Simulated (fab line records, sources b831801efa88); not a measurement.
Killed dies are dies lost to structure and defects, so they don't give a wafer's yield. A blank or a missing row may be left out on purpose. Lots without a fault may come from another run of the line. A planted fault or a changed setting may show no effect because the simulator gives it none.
Problem report in the 8D (eight disciplines) form, filled by code | flow sky130 | the parts of the form that need people (team, actions taken, sign-off) are left out

1. THE PROBLEM
GATE_OXIDE_OXIDATION_00_THK at SKY_GATE_OXIDE_THK_MEAS_02 reads a mean of 12.61 nm on 6 wafers of 2 lots; wafers without a fault read 10.25 nm with a standard deviation of 0.18. That is +13 standard deviations from the usual mean.
First seen on wafer L482.4, day 18 18:20, on film_metro-04. The record holds 42 wafers of 14 lots with a number at this step. Rule for "out", or "out of limits": more than 4 standard deviations from the usual mean. The other wafers with a number count as sound.

2. WHAT IT IS AND WHAT IT IS NOT
question                    | is                          | is not
which readings at this step | GATE_OXIDE_OXIDATION_00_THK | -
which lots                  | L482, L484                  | L464, L466, L467, L468, L469, L471, L473, L477, L480, L481, L483, L487
which wafers of those lots  | all that have a number      | -
read on which gauges        | film_metro-04               | film_metro-01, film_metro-02
when                        | from day 18 18:20           | up to then (30 sound wafers); but 6 sound wafers of L483, L487 came after

3. SUSPECTS, AND WHAT RULES EACH OUT
Counting: a tool at a process step up to the reading stays a suspect if it ran every lot that is out and no sound lot after the first of them.
- the gauge at SKY_GATE_OXIDE_THK_MEAS_02: kept. All the wafers that are out were read on film_metro-04, and no step on other tools shows them out.
- furnace-01 at SKY_GATE_OXIDE_OXIDATION_01 (stabilise 600 s, purge 300 s, target thk 10.268 nm): kept. It ran every lot that is out, first L482 (day 18 16:54), and no sound lot after that; its last sound lot up to then is L477 (day 17 00:07).
Left after counting: furnace-01 at SKY_GATE_OXIDE_OXIDATION_01, film_metro-04 at SKY_GATE_OXIDE_THK_MEAS_02.

4. THE CAUSE (what the simulator had put in)
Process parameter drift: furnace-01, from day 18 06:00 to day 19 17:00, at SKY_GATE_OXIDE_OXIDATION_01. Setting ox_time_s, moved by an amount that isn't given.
Counting left 2 suspects, and this tool is among them.

5. THE CHAIN OF EFFECTS, in route order
Each row: a reading whose mean over the struck wafers that have a number lies more than 3 standard deviations from the usual. Only readings for which the record gives a usual standard deviation are gone through. hours: the time from each lot's start at the first step in this table that gives one to its start at this step, as a median over the lots. sigmas: the change in usual standard deviations.
hours | step                       | reading                     | usual    | on struck wafers | change | sigmas
0     | SKY_GATE_OXIDE_THK_MEAS_02 | GATE_OXIDE_OXIDATION_00_THK | 10.25 nm | 12.61            | +2.36  | +13

6. WHAT WOULD HAVE CAUGHT IT SOONER
In this record the first reading out of limits at a measuring or inspecting step was taken at day 18 18:20, 12 hours after the fault began at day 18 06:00.
Of the tool readings at SKY_GATE_OXIDE_OXIDATION_01 for which the record gives a usual standard deviation, none was out on any struck wafer, so an alarm limit of 4 standard deviations on them would not have fired.
Of the lots that are out (2), L484 began SKY_GATE_OXIDE_OXIDATION_01 on furnace-01 after day 18 18:20. A hold on the tool at that time would have spared it.
